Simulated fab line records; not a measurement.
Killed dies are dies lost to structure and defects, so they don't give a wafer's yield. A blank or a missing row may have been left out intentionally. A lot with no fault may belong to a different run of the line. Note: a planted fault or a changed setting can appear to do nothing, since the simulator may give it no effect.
fab line records + flow sky130
record:
- lots: 5
- wafers: 14
- last-day: 49
route steps=708 shown LDD_N@245 LDD_P@255 PAD_OPEN@708
lots with no fault: from the same line, run without faults
start-h: start of the lot's first displayed wafer, in hours after the record's first day + wait-h: how many hours have passed since the lot's step before this one + " repeats the value in the row above + L1.1+2: a single row standing in for several wafers + - no value, or no start given + * or withheld: withheld + < > ~ a bound
route shown NAME@n: names a module that has steps shown in the file, with the first one's number in the route + usual: mean/standard deviation taken from wafers without a fault + same: alike in all rows + chamber/n: place in a boat + sites: readings site by site + _std_site: the standard deviation of these + _edge_site: mean of outer sites minus mean of inner sites + radius-mm: how far each site lies from the wafer's centre + mask NAME#n: copy n + behind: the tool/chamber that last shaped the wafer + hold: what put the lot on hold/how long, in hours/how the hold closed + device: the n, p or np transistor that did not switch + end of line: at the end of the route, the tests of the same wafers + a step with no rows: only its recipe + killed: the dies lost at the first sort to structure and to defects; this is not the yield of the wafer + map: the dies of a wafer, with x for killed, . for not killed, _ for no die there
set.NAME: the setting as run; set.NAME@STEP: as run at that earlier step + model.NAME: the simulator's own value behind a step, which no gauge read
lots at some steps of the route; a table a step, a row a wafer
services: the hour from which a tool's chamber was out of use, counted from the record's first day as start-h (under 0 if before that day), plus the number of hours and why
== steps ==
step: SKY_LDD_N_IMPLANT_08
recipe:
- species: As
- energy-kev: 20
- dose-cm2: 7.5e+13
- tilt-deg: withheld
- rotation-deg: 23
step: SKY_LDD_N_IMPLANT_09
recipe:
- species: As
- energy-kev: 20
- dose-cm2: 7.5e+13
- tilt-deg: withheld
- rotation-deg: 113
step: SKY_LDD_N_IMPLANT_10
recipe:
- species: As
- energy-kev: 20
- dose-cm2: 7.5e+13
- tilt-deg: withheld
- rotation-deg: 203
step: SKY_LDD_N_IMPLANT_11
recipe:
- species: As
- energy-kev: 20
- dose-cm2: 7.5e+13
- tilt-deg: withheld
- rotation-deg: 293
step: SKY_LDD_N_IMPLANT_12
recipe:
- species: BF2
- energy-kev: 50
- dose-cm2: 5e+12
- tilt-deg: 30
- rotation-deg: 0
step: SKY_LDD_N_IMPLANT_13
recipe:
- species: BF2
- energy-kev: 50
- dose-cm2: 5e+12
- tilt-deg: 30
- rotation-deg: 90
step: SKY_LDD_N_IMPLANT_14
recipe:
- species: BF2
- energy-kev: 50
- dose-cm2: 5e+12
- tilt-deg: 30
- rotation-deg: 180
step: SKY_LDD_N_IMPLANT_15
recipe:
- species: BF2
- energy-kev: 50
- dose-cm2: 5e+12
- tilt-deg: 30
- rotation-deg: 270
step: SKY_LDD_N_STRIP_16
recipe:
- chemistry: O2/N2
- power-w: 1400
- pressure-mtorr: 1500
- platen-temp-c: withheld
- o2-flow-sccm: 3000
- n2-flow-sccm: 300
- overash-fraction: 0.5
usual:
- drypump-motor-current-A: 5.6/0.5
- n2-flow-sccm: 299.9/0.86
- oes-product-au: 0.406/0.0052
- strip-time-to-endpoint-s: 4.311/0.019
| lot.wafer | tool            | chamber | start-h | wait-h | drypump-motor-current-A | n2-flow-sccm | oes-product-au | rf-hours-counter-h | strip-time-to-endpoint-s |
|-----------|-----------------|---------|---------|--------|-------------------------|--------------|----------------|--------------------|--------------------------|
| L540.2    | plasma-asher-01 | 0       | 438.93  | 0.1    | 5.2                     | 299.3        | 0.415          | 1                  | 4.322                    |
| L540.3    | "               | 1       | "       | "      | 6.2                     | 299.7        | 0.410          | -                  | 4.306                    |
| L540.6    | "               | 0       | "       | "      | 5.3                     | 300.5        | 0.400          | -                  | 4.307                    |
| L542.1    | plasma-asher-02 | 1       | 466.94  | 0.1    | 5.9                     | 300.4        | 0.407          | 33                 | 4.310                    |
| L542.3    | "               | 1       | "       | "      | 5.8                     | 300.0        | 0.406          | -                  | 4.317                    |
| L542.4    | "               | 0       | "       | "      | 4.8                     | 301.5        | 0.407          | -                  | 4.312                    |
| L554.2    | plasma-asher-01 | 0       | 544.79  | 0.1    | 5.3                     | 299.7        | 0.408          | 8                  | 4.299                    |
| L554.4    | "               | 0       | "       | "      | 5.3                     | 300.8        | 0.406          | -                  | 4.298                    |
| L557.2    | plasma-asher-01 | 0       | 570.39  | 0.1    | 5.3                     | 301.4        | 0.420          | 10                 | 4.307                    |
| L557.3    | "               | 1       | "       | "      | 6.2                     | 299.1        | 0.394          | -                  | 4.302                    |
| L557.6    | "               | 1       | "       | "      | 6.2                     | 299.1        | 0.400          | -                  | 4.298                    |
| L558.2    | plasma-asher-01 | 1       | 571.94  | 0.1    | 6.3                     | 300.4        | 0.411          | 11                 | 4.353                    |
| L558.3    | "               | 0       | "       | "      | 5.3                     | 299.8        | 0.408          | -                  | 4.320                    |
| L558.6    | "               | 0       | "       | "      | 5.2                     | 299.8        | 0.408          | -                  | 4.333                    |
step: SKY_LDD_N_TW_MEAS_17
usual:
- LDD_N_TW: 2596/18
| lot.wafer | tool          | chamber | start-h | wait-h | LDD_N_TW |
|-----------|---------------|---------|---------|--------|----------|
| L540.2    | film-metro-01 | -       | 439.04  | 0.1    | 2599     |
| L540.3    | "             | -       | "       | "      | 2578     |
| L540.6    | "             | -       | "       | "      | 2601     |
| L542.1    | film-metro-04 | -       | 467.04  | 0.1    | 2601     |
| L542.3    | "             | -       | "       | "      | 2611     |
| L542.4    | "             | -       | "       | "      | 2608     |
| L554.2    | film-metro-04 | -       | 544.90  | 0.1    | 2607     |
| L554.4    | "             | -       | "       | "      | 2598     |
| L557.2    | film-metro-04 | -       | 570.50  | 0.1    | 2591     |
| L557.3    | "             | -       | "       | "      | 2592     |
| L557.6    | "             | -       | "       | "      | 2588     |
| L558.2    | film-metro-01 | -       | 572.05  | 0.1    | 2580     |
| L558.3    | "             | -       | "       | "      | 2595     |
| L558.6    | "             | -       | "       | "      | 2584     |
step: SKY_LDD_P_DEHYDRATE_00
recipe:
- temp-c: 200
- time-s: 60
step: SKY_LDD_P_HMDS_01
recipe:
- prime-time-s: 60
- prime-temp-c: 120
step: SKY_LDD_P_COAT_02
recipe:
- resist: NOVOLAK
- spin-rpm: 3000
- resist-thk-nm: 1140
| lot.wafer | tool           | chamber | start-h | wait-h | model.NOVOLAK_of_LDD_P_COAT_02.thk-nm |
|-----------|----------------|---------|---------|--------|---------------------------------------|
| L540.2    | litho-track-04 | 0       | 453.52  | 0.1    | 1138                                  |
| L540.3    | "              | 0       | "       | "      | 1139                                  |
| L540.6    | "              | 0       | "       | "      | 1137                                  |
| L542.1    | litho-track-03 | 0       | 481.19  | 0.1    | 1144                                  |
| L542.3    | "              | 0       | "       | "      | 1141                                  |
| L542.4    | "              | 0       | "       | "      | 1143                                  |
| L554.2    | litho-track-03 | 0       | 559.17  | 0.1    | 1130                                  |
| L554.4    | "              | 0       | "       | "      | 1211                                  |
| L557.2    | litho-track-01 | 0       | 584.78  | 0.1    | 1142                                  |
| L557.3+6  | "              | 0       | "       | "      | 1139                                  |
| L558.2    | litho-track-01 | 0       | 586.68  | 0.1    | 1136                                  |
| L558.3    | "              | 0       | "       | "      | 1140                                  |
| L558.6    | "              | 0       | "       | "      | 1141                                  |
step: SKY_LDD_P_SOFTBAKE_03
recipe:
- temp-c: 90
- time-s: 60
- resist: NOVOLAK
step: SKY_LDD_P_EXPOSE_04
recipe:
- mask-id: PSDM
- na: 0.6
- source-shape: conventional
- sigma-outer: 0.6
- polarization: unpolarized
- target-cd-nm: 380
- dose-mj: 138
step: SKY_LDD_P_PEB_05
recipe:
- temp-c: withheld
- time-s: *
- resist: NOVOLAK
step: SKY_LDD_P_DEVELOP_06
recipe:
- resist: NOVOLAK
- developer: TMAH
- develop-time-s: 60
- dev-temp-c: 23
| lot.wafer | tool           | chamber | start-h | wait-h | model.NOVOLAK_of_LDD_P_COAT_02.thk-nm |
|-----------|----------------|---------|---------|--------|---------------------------------------|
| L540.2    | litho-track-04 | 0       | 469.22  | 0.1    | 1138                                  |
| L540.3    | "              | 0       | "       | "      | 1139                                  |
| L540.6    | "              | 0       | "       | "      | 1136                                  |
| L542.1    | litho-track-04 | 0       | 497.14  | 0.1    | 1144                                  |
| L542.3    | "              | 0       | "       | "      | 1141                                  |
| L542.4    | "              | 0       | "       | "      | 1143                                  |
| L554.2    | litho-track-01 | 0       | 573.93  | 0.1    | 1130                                  |
| L554.4    | "              | 0       | "       | "      | 1210                                  |
| L557.2    | litho-track-01 | 0       | 599.58  | 0.1    | 1142                                  |
| L557.3+6  | "              | 0       | "       | "      | 1139                                  |
| L558.2    | litho-track-04 | 0       | 601.57  | 0.1    | 1136                                  |
| L558.3    | "              | 0       | "       | "      | 1139                                  |
| L558.6    | "              | 0       | "       | "      | 1140                                  |
step: SKY_LDD_P_CD_MEAS_07
recipe:
- target-cd-nm: 380
usual:
- cd-nm: 380.3/2.1
| lot.wafer | tool      | chamber | start-h | wait-h | cd-nm |
|-----------|-----------|---------|---------|--------|-------|
| L540.2    | cd-sem-01 | -       | 469.36  | 0.1    | 378.3 |
| L540.3    | "         | -       | "       | "      | 378.7 |
| L540.6    | "         | -       | "       | "      | 377.2 |
| L542.1    | cd-sem-01 | -       | 497.29  | 0.1    | 377.4 |
| L542.3    | "         | -       | "       | "      | 377.4 |
| L542.4    | "         | -       | "       | "      | 376.9 |
| L554.2    | cd-sem-01 | -       | 574.07  | 0.1    | 378.5 |
| L554.4    | "         | -       | "       | "      | 372.2 |
| L557.2    | cd-sem-01 | -       | 599.72  | 0.1    | 380.4 |
| L557.3    | "         | -       | "       | "      | 382.6 |
| L557.6    | "         | -       | "       | "      | 381.6 |
| L558.2    | cd-sem-02 | -       | 601.71  | 0.1    | 379.3 |
| L558.3    | "         | -       | "       | "      | 377.9 |
| L558.6    | "         | -       | "       | "      | 378.8 |
step: SKY_LDD_P_OVL_MEAS_08
usual:
- LDD_P_OVL: 0.0/1.4
| lot.wafer | tool       | chamber | start-h | wait-h | LDD_P_OVL[nm] |
|-----------|------------|---------|---------|--------|---------------|
| L540.2    | overlay-02 | -       | 469.47  | 0.1    | -0.4          |
| L540.3    | "          | -       | "       | "      | 0.8           |
| L540.6    | "          | -       | "       | "      | 0.2           |
| L542.1    | overlay-01 | -       | 497.41  | 0.1    | -0.4          |
| L542.3    | "          | -       | "       | "      | 0.2           |
| L542.4    | "          | -       | "       | "      | 1.3           |
| L554.2    | overlay-02 | -       | 574.18  | 0.1    | 0.8           |
| L554.4    | "          | -       | "       | "      | 1.2           |
| L557.2    | overlay-01 | -       | 599.83  | 0.1    | 2.8           |
| L557.3    | "          | -       | "       | "      | 1.8           |
| L557.6    | "          | -       | "       | "      | 1.2           |
| L558.2    | overlay-01 | -       | 601.82  | 0.1    | -3.1          |
| L558.3    | "          | -       | "       | "      | -0.8          |
| L558.6    | "          | -       | "       | "      | -1.8          |
step: SKY_LDD_P_IMPLANT_09
recipe:
- species: BF2
- energy-kev: 25
- dose-cm2: 1e+13
- tilt-deg: withheld
step: SKY_LDD_P_STRIP_10
recipe:
- chemistry: O2/N2
- power-w: 1400
- pressure-mtorr: 1500
- platen-temp-c: withheld
- o2-flow-sccm: 3000
- n2-flow-sccm: 300
- overash-fraction: 0.5
usual:
- drypump-motor-current-A: 5.7/0.5
- n2-flow-sccm: 300.0/0.95
- oes-product-au: 0.715/0.0048
- strip-time-to-endpoint-s: 14.16/0.044
| lot.wafer | tool            | chamber | start-h | wait-h | drypump-motor-current-A | n2-flow-sccm | oes-product-au | rf-hours-counter-h | strip-time-to-endpoint-s |
|-----------|-----------------|---------|---------|--------|-------------------------|--------------|----------------|--------------------|--------------------------|
| L540.2    | plasma-asher-02 | 0       | 469.65  | 0.1    | 4.7                     | 299.3        | 0.711          | 33                 | 14.15                    |
| L540.3    | "               | 0       | "       | "      | 4.7                     | 297.2        | 0.710          | -                  | 14.18                    |
| L540.6    | "               | 1       | "       | "      | 5.9                     | 300.8        | 0.710          | -                  | 14.14                    |
| L542.1    | plasma-asher-01 | 1       | 497.60  | 0.1    | 6.2                     | 300.2        | 0.706          | 6                  | 14.22                    |
| L542.3    | "               | 0       | "       | "      | 5.2                     | 300.0        | 0.711          | -                  | 14.18                    |
| L542.4    | "               | 1       | "       | "      | 6.2                     | 299.5        | 0.723          | -                  | 14.20                    |
| L554.2    | plasma-asher-01 | 0       | 574.36  | 0.1    | 5.2                     | 298.7        | 0.715          | 11                 | 14.05                    |
| L554.4    | "               | 0       | "       | "      | 5.3                     | 300.6        | 0.723          | -                  | 14.97                    |
| L557.2    | plasma-asher-01 | 1       | 600.01  | 0.1    | 6.2                     | 299.7        | 0.718          | 13                 | 14.19                    |
| L557.3    | "               | 0       | "       | "      | 5.3                     | 300.1        | 0.718          | -                  | 14.17                    |
| L557.6    | "               | 0       | "       | "      | 5.3                     | 300.5        | 0.713          | -                  | 14.16                    |
| L558.2    | plasma-asher-02 | 0       | 602.00  | 0.1    | 4.8                     | 300.3        | 0.717          | 46                 | 14.14                    |
| L558.3    | "               | 0       | "       | "      | 4.7                     | 298.9        | 0.719          | -                  | 14.18                    |
| L558.6    | "               | 1       | "       | "      | 5.9                     | 301.0        | 0.709          | -                  | 14.19                    |
step: SKY_LDD_P_TW_MEAS_11
usual:
- LDD_P_TW: 636/4.7
| lot.wafer | tool          | chamber | start-h | wait-h | LDD_P_TW |
|-----------|---------------|---------|---------|--------|----------|
| L540.2    | film-metro-02 | -       | 469.76  | 0.1    | 633      |
| L540.3    | "             | -       | "       | "      | 636      |
| L540.6    | "             | -       | "       | "      | 634      |
| L542.1    | film-metro-03 | -       | 497.70  | 0.1    | 630      |
| L542.3    | "             | -       | "       | "      | 629      |
| L542.4    | "             | -       | "       | "      | 632      |
| L554.2    | film-metro-03 | -       | 574.47  | 0.1    | 632      |
| L554.4    | "             | -       | "       | "      | 635      |
| L557.2    | film-metro-02 | -       | 600.12  | 0.1    | 633      |
| L557.3    | "             | -       | "       | "      | 630      |
| L557.6    | "             | -       | "       | "      | 636      |
| L558.2    | film-metro-03 | -       | 602.11  | 0.1    | 633      |
| L558.3    | "             | -       | "       | "      | 633      |
| L558.6    | "             | -       | "       | "      | 630      |
step: SKY_PAD_OPEN_PROBE_99
usual:
- killed_at_M0_to_M3: 44/6.9
- killed_at_M4_up: 3.3/1.7
- killed-at-contacts: 24/5.5
- killed-at-front-end: 16/4.5
- killed-dies: 87/9.1
- killed-open: 48/7.3
- killed-short: 39/6.2
same:
- gross-dies: 492
- killed-at-back-side: 0
- killed-at-other: 0
| lot.wafer | tool      | chamber | start-h | wait-h | killed_at_M0_to_M3 | killed_at_M4_up | killed-at-contacts | killed-at-front-end | killed-dies | killed-open | killed-short |
|-----------|-----------|---------|---------|--------|--------------------|-----------------|--------------------|---------------------|-------------|-------------|--------------|
| L540.2    | prober-02 | -       | 1098.42 | 0.1    | 49                 | 5               | 19                 | 18                  | 91          | 47          | 44           |
| L540.3    | prober-02 | -       | 1098.47 | 0.2    | 49                 | 8               | 30                 | 9                   | 96          | 56          | 40           |
| L540.6    | prober-02 | -       | 1098.62 | 0.2    | 58                 | 4               | 25                 | 12                  | 99          | 60          | 39           |
| L542.1    | prober-01 | -       | 1114.59 | 0.1    | 40                 | 2               | 31                 | 17                  | 90          | 51          | 39           |
| L542.3    | prober-01 | -       | 1114.69 | 0.2    | 36                 | 3               | 13                 | 10                  | 62          | 30          | 32           |
| L542.4    | prober-01 | -       | 1114.74 | 0.2    | 48                 | 3               | 18                 | 14                  | 83          | 37          | 46           |
| L554.2    | prober-01 | -       | 1169.47 | 0.1    | 36                 | 6               | 35                 | 12                  | 89          | 55          | 34           |
| L554.4    | prober-01 | -       | 1169.57 | 0.2    | 48                 | 4               | 18                 | 7                   | 77          | 43          | 34           |
| L557.2    | prober-01 | -       | 1180.47 | 0.1    | 49                 | 3               | 27                 | 17                  | 96          | 46          | 50           |
| L557.3    | prober-01 | -       | 1180.52 | 0.2    | 38                 | 2               | 23                 | 15                  | 78          | 44          | 34           |
| L557.6    | prober-01 | -       | 1180.67 | 0.2    | 47                 | 3               | 23                 | 9                   | 82          | 44          | 38           |
| L558.2    | prober-02 | -       | 1183.17 | 0.1    | 36                 | 0               | 23                 | 24                  | 83          | 39          | 44           |
| L558.3    | prober-02 | -       | 1183.22 | 0.2    | 30                 | 4               | 32                 | 17                  | 83          | 43          | 40           |
| L558.6    | prober-02 | -       | 1183.37 | 0.2    | 51                 | 3               | 24                 | 18                  | 96          | 52          | 44           |
killed by level:class
L540.2 VIA1:geometric-particle:open=11 METAL1:geometric-particle:short=9 FIELD_ISO:geometric-particle:open=7 FIELD_ISO:geometric-particle:short=7 CONTACT:geometric-particle:open=7 METAL2:geometric-particle:short=7 VIA2:geometric-particle:open=6 VIA3:geometric-particle:open=6
L540.3 VIA1:geometric-particle:open=21 CONTACT:geometric-particle:open=11 METAL4:geometric-particle:short=8 VIA2:geometric-particle:open=7 LI_CONTACT:geometric-particle:open=5 CONTACT:geometric-particle:short=5 VIA1:geometric-particle:short=5 METAL2:geometric-particle:short=5
L540.6 VIA1:geometric-particle:open=19 LI_CONTACT:geometric-particle:open=9 VIA2:geometric-particle:open=8 CONTACT:geometric-particle:open=7 VIA3:geometric-particle:open=6 VIA1:geometric-particle:short=5 METAL1:geometric-particle:short=5 METAL2:geometric-particle:short=5
L542.1 CONTACT:geometric-particle:open=12 VIA1:geometric-particle:open=9 VIA2:geometric-particle:open=9 CONTACT:geometric-particle:short=7 LI_CONTACT:geometric-particle:open=6 LOCAL_INTERCONNECT:geometric-particle:short=6 POLY_GATE:geometric-particle:open=5 METAL3:geometric-particle:short=5
L542.3 METAL2:geometric-particle:short=7 METAL1:geometric-particle:short=6 CONTACT:geometric-particle:open=6 VIA1:geometric-particle:open=5 VIA1:geometric-particle:short=4 VIA3:geometric-particle:open=4 SPACER:geometric-particle:open=3 LI_CONTACT:geometric-particle:open=3
L542.4 VIA1:geometric-particle:open=11 VIA1:geometric-particle:short=8 METAL2:geometric-particle:short=7 FIELD_ISO:geometric-particle:short=6 VIA3:geometric-particle:open=6 LI_CONTACT:geometric-particle:open=5 VIA3:geometric-particle:short=5 LI_CONTACT:geometric-particle:short=4
L554.2 CONTACT:geometric-particle:open=16 VIA1:geometric-particle:open=10 LI_CONTACT:geometric-particle:open=7 CONTACT:geometric-particle:short=6 METAL1:geometric-particle:short=5 VIA3:geometric-particle:open=5 FIELD_ISO:geometric-particle:open=4 POLY_GATE:geometric-particle:open=4
L554.4 VIA1:geometric-particle:open=15 CONTACT:geometric-particle:open=7 LI_CONTACT:geometric-particle:open=7 METAL3:geometric-particle:short=6 VIA2:geometric-particle:open=5 VIA1:geometric-particle:short=5 METAL1:geometric-particle:short=4 METAL2:geometric-particle:short=4
L557.2 CONTACT:geometric-particle:short=10 VIA1:geometric-particle:open=9 LOCAL_INTERCONNECT:geometric-particle:short=6 VIA1:geometric-particle:short=6 VIA3:geometric-particle:open=6 METAL2:geometric-particle:short=5 METAL1:geometric-particle:open=5 METAL1:geometric-particle:short=5
L557.3 VIA1:geometric-particle:open=11 CONTACT:geometric-particle:open=8 FIELD_ISO:geometric-particle:open=6 VIA3:geometric-particle:open=6 LI_CONTACT:geometric-particle:open=5 CONTACT:geometric-particle:short=5 METAL1:geometric-particle:short=5 FIELD_ISO:geometric-particle:short=4
L557.6 VIA1:geometric-particle:open=11 CONTACT:geometric-particle:open=8 METAL1:geometric-particle:short=8 VIA3:geometric-particle:open=7 LI_CONTACT:geometric-particle:open=5 VIA2:geometric-particle:open=5 LOCAL_INTERCONNECT:geometric-particle:short=4 VIA2:geometric-particle:short=4
L558.2 LI_CONTACT:geometric-particle:open=8 POLY_GATE:geometric-particle:short=7 CONTACT:geometric-particle:open=7 FIELD_ISO:geometric-particle:short=6 VIA1:geometric-particle:open=6 VIA3:geometric-particle:open=6 METAL2:geometric-particle:short=5 LOCAL_INTERCONNECT:geometric-particle:short=4
L558.3 CONTACT:geometric-particle:open=10 CONTACT:geometric-particle:short=8 METAL1:geometric-particle:short=7 LOCAL_INTERCONNECT:geometric-particle:short=7 VIA1:geometric-particle:open=7 POLY_GATE:geometric-particle:open=6 LI_CONTACT:geometric-particle:open=4 VIA3:geometric-particle:open=4
L558.6 VIA1:geometric-particle:open=13 VIA2:geometric-particle:open=8 CONTACT:geometric-particle:open=7 POLY_GATE:geometric-particle:short=6 METAL1:geometric-particle:short=6 LI_CONTACT:geometric-particle:open=6 LOCAL_INTERCONNECT:geometric-particle:short=6 FIELD_ISO:geometric-particle:short=5
== services ==
| tool            | chamber | start-h | hours | kind       |
|-----------------|---------|---------|-------|------------|
| plasma-asher-01 | -       | 421.25  | 9.0   | pm         |
| plasma-asher-01 | 0       | 421.25  | 9.0   | vent-cycle |
| plasma-asher-01 | 1       | 421.25  | 9.0   | vent-cycle |
| plasma-asher-01 | 0       | 430.25  | -     | clean      |
| plasma-asher-01 | 1       | 430.25  | -     | clean      |
| plasma-asher-01 | -       | 477.49  | 2.8   | pm         |
| plasma-asher-01 | -       | 510.01  | 28.1  | pm         |
| plasma-asher-02 | -       | 512.90  | 14.6  | pm         |
| plasma-asher-02 | -       | 572.46  | 1.9   | repair     |
== key ==
first-sign:
- step: SKY_LDD_P_CD_MEAS_07
- reading: cd-nm
- direction: down
- sigmas: 3.9
- usual: 380.3
- struck: 372.2
effect:
- step: SKY_LDD_P_STRIP_10
- reading: strip-time-to-endpoint-s
- direction: up
- sigmas: 18
- usual: *
- struck: *
model-effect:
- step: SKY_LDD_P_COAT_02
- value: NOVOLAK_of_LDD_P_COAT_02.thk-nm
- without: 1135
- struck: 1211
model-effect:
- step: SKY_LDD_P_DEVELOP_06
- value: NOVOLAK_of_LDD_P_COAT_02.thk-nm
- without: 1134
- struck: 1210
met-at SKY_LDD_P_COAT_02
struck-wafers L554.4
tester-left-out L554
onset-between 481.19 559.17
fault:
- kind: process-parameter-drift
- tool: litho-track-03
- chamber: -
- onset-h: 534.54
- steps: SKY_LDD_P_COAT_02
- channel: resist-thk-nm
- offset: 76.369
- shape: step
- end-h: 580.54
- scope: struck-wafers-only
- acts-in: these-recipes-only
- stated: 1140
tester-left-out: of these lots the tester's yield and bins aren't shown, on N5 and GAA mostly nor the transistor test; their killed dies are dies lost to structure and defects alone, not to doping, threshold or leakage, so they don't give the yield
